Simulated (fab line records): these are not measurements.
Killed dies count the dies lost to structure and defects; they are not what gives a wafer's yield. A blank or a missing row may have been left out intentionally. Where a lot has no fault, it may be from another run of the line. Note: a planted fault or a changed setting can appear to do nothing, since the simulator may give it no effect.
fab line records	flow gf180mcu
[record] lots = 13	wafers = 39	last-day = 35
route steps=602 shown STI@25 NWELL@53 MVPSD@88 M2@365
lots that met no fault: taken from a fault-free run of the same line
start-h: the number of hours between the record's first day and the start of the first shown wafer of the lot	wait-h: time in hours since the lot's previous step	" the same as in the row above	L1.1+2: a single row standing in for several wafers	- no value present, or no start provided	* or withheld: withheld	< > ~ a bound
route shown NAME@n: NAME is a module with steps in the file, n the number in the route of the first one	usual: mean/standard deviation taken from wafers without a fault	same: alike in all rows	chamber/n: place in a boat	sites: per-site readings	_std_site: the values' standard deviation	_edge_site: mean of outer sites minus mean of inner sites	radius-mm: for every site, how far away it sits from the centre of the wafer	mask NAME#n: copy n	behind: the last tool/chamber to shape the wafer	hold: reason for holding the lot/hours on hold/outcome of the hold	device: the transistor (n, p or np) that didn't switch	end of line: tests of these same wafers at the route's end	where a step has no rows: the recipe by itself	killed: at the first sort, the dies lost to defects and structure; wafer yield is something else	map: a wafer's dies, x killed, . not, _ none there
set.NAME: the run value of the setting; set.NAME@STEP: its run value at that earlier step	model.NAME: the simulator's own value behind a step, which no gauge read
route steps across a sampled set of lots; one table per step, one row per wafer
services: the hour from which a tool's chamber was out of use, counted from the record's first day as start-h (under 0 if before that day), plus the number of hours and why
[[steps]]
[step GF_STI_THK_MEAS_24]
[recipe] reads = SiO2_of_STI_CVD_23
[usual] STI_CVD_23_THK = 648/6.7
lot.wafer	tool	chamber	start-h	wait-h	STI_CVD_23_THK[nm]
L794.1	film-metro-01	-	28.67	0.0	655
L794.2	"	-	"	"	654
L794.3	"	-	"	"	648
L795.3	film-metro-01	-	33.87	0.1	642
L795.5	"	-	"	"	650
L795.6	"	-	"	"	650
L797.1	film-metro-01	-	46.32	0.0	646
L797.3	"	-	"	"	645
L797.6	"	-	"	"	644
L799.1	film-metro-03	-	52.92	0.0	642
L799.2	"	-	"	"	647
L799.6	"	-	"	"	644
L800.1	film-metro-01	-	59.39	0.0	652
L800.4	"	-	"	"	658
L800.6	"	-	"	"	658
L801.2	film-metro-03	-	63.57	0.0	647
L801.3	"	-	"	"	646
L801.6	"	-	"	"	645
L809.2	film-metro-01	-	104.60	0.0	639
L809.4	"	-	"	"	647
L809.6	"	-	"	"	643
L810.1	film-metro-03	-	110.35	0.0	646
L810.2	"	-	"	"	644
L810.6	"	-	"	"	645
L811.1	film-metro-01	-	116.00	0.0	645
L811.4	"	-	"	"	639
L811.6	"	-	"	"	655
L812.2	film-metro-03	-	120.97	0.0	648
L812.3	"	-	"	"	646
L812.5	"	-	"	"	646
L813.2	film-metro-02	-	125.06	0.0	655
L813.4	"	-	"	"	652
L813.5	"	-	"	"	650
L816.1	film-metro-02	-	141.94	0.0	651
L816.3	"	-	"	"	632
L816.4	"	-	"	"	641
L817.1	film-metro-01	-	146.85	0.0	633
L817.3	"	-	"	"	640
L817.6	"	-	"	"	640
[step GF_NWELL_TW_MEAS_11]
[usual] NWELL_TW = 1577/8.2
lot.wafer	tool	chamber	start-h	wait-h	NWELL_TW
L794.1	film-metro-01	-	58.03	0.1	1574
L794.2	"	-	"	"	1577
L794.3	"	-	"	"	1574
L795.3	film-metro-01	-	63.78	0.1	1569
L795.5	"	-	"	"	1569
L795.6	"	-	"	"	1572
L797.1	film-metro-03	-	76.86	0.1	1584
L797.3	"	-	"	"	1576
L797.6	"	-	"	"	1586
L799.1	film-metro-03	-	83.23	0.1	1583
L799.2	"	-	"	"	1574
L799.6	"	-	"	"	1585
L800.1	film-metro-04	-	89.15	0.1	1579
L800.4	"	-	"	"	1573
L800.6	"	-	"	"	1583
L801.2	film-metro-03	-	93.67	0.1	1575
L801.3	"	-	"	"	1585
L801.6	"	-	"	"	1582
L809.2	film-metro-03	-	138.62	0.1	1596
L809.4	"	-	"	"	1585
L809.6	"	-	"	"	1588
L810.1	film-metro-04	-	143.21	0.1	1579
L810.2	"	-	"	"	1579
L810.6	"	-	"	"	1574
L811.1	film-metro-03	-	148.98	0.1	1590
L811.4	"	-	"	"	1575
L811.6	"	-	"	"	1586
L812.2	film-metro-04	-	154.57	0.1	1582
L812.3	"	-	"	"	1571
L812.5	"	-	"	"	1576
L813.2	film-metro-04	-	159.89	0.1	1575
L813.4	"	-	"	"	1585
L813.5	"	-	"	"	1583
L816.1	film-metro-04	-	177.74	0.1	1576
L816.3	"	-	"	"	1570
L816.4	"	-	"	"	1580
L817.1	film-metro-03	-	182.04	0.1	1582
L817.3	"	-	"	"	1578
L817.6	"	-	"	"	1576
[step GF_MVPSD_STRIP_10]
[recipe] chemistry = O2/N2	power-w = 1400	pressure-mtorr = 1500	platen-temp-c = 250	o2-flow-sccm = 3000	n2-flow-sccm = 300	overash-fraction = 0.5
[usual] drypump-motor-current-A = 5.7/0.56	heater-power-w = 353/45	o2-flow-sccm = 3001/8	oes-product-au = 0.723/0.0046	strip-time-to-endpoint-s = 36.99/0.09
lot.wafer	tool	chamber	start-h	wait-h	drypump-motor-current-A	heater-power-w	o2-flow-sccm	oes-product-au	rf-hours-counter-h	strip-time-to-endpoint-s
L794.1	plasma-asher-04	0	99.31	0.1	6.2	320	3006	0.719	32	36.80
L794.2	"	1	"	"	4.6	346	3015	0.721	32	36.88
L794.3	"	1	"	"	4.6	341	2997	0.716	-	36.91
L795.3	plasma-asher-01	0	104.53	0.1	5.7	372	3005	0.738	-	36.93
L795.5	"	1	"	"	6.1	328	2991	0.721	-	36.97
L795.6	"	0	"	"	5.7	380	3005	0.728	-	36.93
L797.1	plasma-asher-03	1	119.03	0.1	6.3	300	3010	0.725	45	37.07
L797.3	"	1	"	"	6.3	309	3008	0.725	-	37.00
L797.6	"	0	"	"	5.5	428	2998	0.721	-	36.95
L799.1	plasma-asher-03	0	126.93	0.1	5.5	441	3011	0.722	46	36.87
L799.2	"	1	"	"	6.3	307	3010	0.715	46	36.84
L799.6	"	1	"	"	6.3	300	3018	0.715	-	37.01
L800.1	plasma-asher-04	1	132.31	0.1	4.7	332	3006	0.722	36	37.10
L800.4	"	1	"	"	4.7	342	2997	0.722	-	37.07
L800.6	"	0	"	"	6.2	321	2999	0.725	-	37.08
L801.2	plasma-asher-03	1	137.74	0.1	6.3	297	2988	0.727	47	37.02
L801.3	"	1	"	"	6.3	304	2993	0.715	-	37.01
L801.6	"	0	"	"	5.5	441	3000	0.722	-	36.96
L809.2	plasma-asher-04	1	188.02	0.1	4.6	337	2993	0.715	42	37.03
L809.4	"	1	"	"	4.6	343	2990	0.724	-	37.03
L809.6	"	0	"	"	6.2	323	2992	0.718	-	36.95
L810.1	plasma-asher-04	0	191.32	0.1	6.2	321	3005	0.724	42	36.90
L810.2	"	1	"	"	4.7	338	2994	0.726	42	37.10
L810.6	"	1	"	"	4.6	342	3013	0.724	-	36.99
L811.1	plasma-asher-01	1	196.99	0.1	6.1	342	2994	0.725	56	37.06
L811.4	"	0	"	"	5.7	376	2993	0.721	-	37.02
L811.6	"	1	"	"	6.0	323	3000	0.724	-	37.04
L812.2	plasma-asher-04	0	202.67	0.1	6.2	330	3013	0.717	43	36.85
L812.3	"	0	"	"	6.2	326	3002	0.717	-	36.93
L812.5	"	0	"	"	6.2	326	2997	0.725	-	36.93
L813.2	plasma-asher-04	0	209.52	0.1	6.2	327	2998	0.725	44	36.98
L813.4	"	1	"	"	4.7	338	2974	0.724	-	37.03
L813.5	"	0	"	"	6.2	330	3001	0.725	-	37.14
L816.1	plasma-asher-03	1	228.56	0.1	6.3	305	3015	0.723	56	36.99
L816.3	"	0	"	"	5.5	440	3001	0.725	-	36.94
L816.4	"	1	"	"	6.3	304	3004	0.722	-	37.04
L817.1	plasma-asher-01	1	233.01	0.1	6.0	336	2998	0.726	60	36.97
L817.3	"	1	"	"	6.0	326	3000	0.722	-	37.12
L817.6	"	0	"	"	5.6	377	2999	0.730	-	36.95
[step GF_M2_SPUTTER_03]
[recipe] material = Ti	target-thk-nm = 10	substrate-temp-c = 300	chamber-pressure-pa = 0.3	power-w = 3000	time-s = 6.7
[usual] cathode-dc-power-W = 2999.9/0.61	chamber-pressure-pa = 0.3000/0.00051	throttle-valve-pct = 30.2/1.2
lot.wafer	tool	chamber	start-h	wait-h	cathode-dc-power-W	chamber-pressure-pa	throttle-valve-pct
L794.1	pvd-sputter-03	-	412.27	0.0	3000.0	0.3002	30.2
L794.2	"	-	"	"	3000.4	0.3001	31.3
L794.3	"	-	"	"	2999.3	0.2991	32.4
L795.3	pvd-sputter-01	-	423.39	0.0	3000.1	0.2999	27.9
L795.5	"	-	"	"	3000.5	0.2995	27.8
L795.6	"	-	"	"	2999.6	0.2997	30.7
L797.1	pvd-sputter-03	-	442.66	0.0	3000.1	0.2997	30.3
L797.3	"	-	"	"	3000.0	0.2997	32.3
L797.6	"	-	"	"	3000.8	0.3004	31.3
L800.1	pvd-sputter-04	-	465.74	0.0	-	-	-
L800.4	"	-	"	"	-	-	-
L800.6	"	-	"	"	-	-	-
L801.2	pvd-sputter-01	-	473.56	0.0	-	-	-
L801.3	"	-	"	"	-	-	-
L801.6	"	-	"	"	-	-	-
L799.1	pvd-sputter-01	-	476.24	0.0	-	-	-
L799.2	"	-	"	"	-	-	-
L799.6	"	-	"	"	-	-	-
L809.2	pvd-sputter-03	-	544.66	0.0	3000.3	0.3000	31.0
L809.4	"	-	"	"	2999.9	0.3009	30.2
L809.6	"	-	"	"	3000.5	0.2993	32.4
L810.1	pvd-sputter-01	-	555.56	0.0	3000.6	0.3002	30.6
L810.2	"	-	"	"	3000.4	0.3008	29.6
L810.6	"	-	"	"	2999.4	0.2999	27.9
L812.2	pvd-sputter-04	-	568.79	0.0	2999.6	0.2994	30.5
L812.3	"	-	"	"	2999.6	0.2996	29.5
L812.5	"	-	"	"	2999.4	0.3009	30.6
L813.2	pvd-sputter-04	-	582.89	0.0	3000.3	0.3002	29.5
L813.4	"	-	"	"	3000.1	0.2994	29.4
L813.5	"	-	"	"	3000.6	0.3005	29.5
L816.1	pvd-sputter-03	-	599.95	0.0	2999.6	0.3006	31.2
L816.3	"	-	"	"	3001.2	0.3002	31.1
L816.4	"	-	"	"	2998.5	0.2994	30.1
L817.1	pvd-sputter-01	-	609.83	0.0	2999.4	0.2997	30.7
L817.3	"	-	"	"	3000.1	0.2997	29.8
L817.6	"	-	"	"	3000.0	0.2995	27.9
L811.1	pvd-sputter-04	-	628.51	0.0	3000.3	0.3004	29.6
L811.4	"	-	"	"	3001.0	0.2996	29.3
L811.6	"	-	"	"	2999.8	0.2998	29.3
[[services]]
tool	chamber	start-h	hours	kind
plasma-asher-01	-	86.56	1.2	repair
plasma-asher-04	-	89.78	0.5	repair
plasma-asher-03	-	104.15	9.4	repair
plasma-asher-03	-	160.39	0.3	repair
plasma-asher-03	-	161.86	2.4	repair
plasma-asher-03	-	174.40	3.9	repair
pvd-sputter-03	-	196.66	1.6	repair
pvd-sputter-01	-	227.94	2.7	repair
plasma-asher-01	-	240.62	1.2	repair
pvd-sputter-01	-	242.58	2.0	repair
plasma-asher-03	-	246.91	2.8	pm
plasma-asher-03	-	253.55	0.8	repair
pvd-sputter-03	-	280.54	1.2	repair
pvd-sputter-04	-	291.51	5.0	repair
pvd-sputter-01	-	307.68	23.9	repair
plasma-asher-03	-	362.87	14.6	pm
pvd-sputter-03	-	395.25	0.5	repair
pvd-sputter-04	-	470.76	3.6	repair
plasma-asher-04	-	481.03	1.4	repair
pvd-sputter-01	-	499.39	2.1	repair
pvd-sputter-04	-	539.50	6.4	repair
plasma-asher-03	-	542.31	2.4	repair
pvd-sputter-03	-	590.87	2.3	repair
pvd-sputter-03	-	626.87	1.1	repair
[[key]]
[first-sign] step = GF_M2_SPUTTER_03	reading = tool-record	direction = missing
effect none on later readings
met-at GF_M2_SPUTTER_03
struck-lots L799,L800,L801
not-acting-at GF_STI_THK_MEAS_24,GF_NWELL_TW_MEAS_11,GF_MVPSD_STRIP_10
onset-between 423.39 465.74
[fault] kind = skipped-step-whole	tool = pvd-sputter-01,pvd-sputter-04	chamber = -	onset-h = 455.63	steps = GF_M2_SPUTTER_03	scope = struck-lots-only
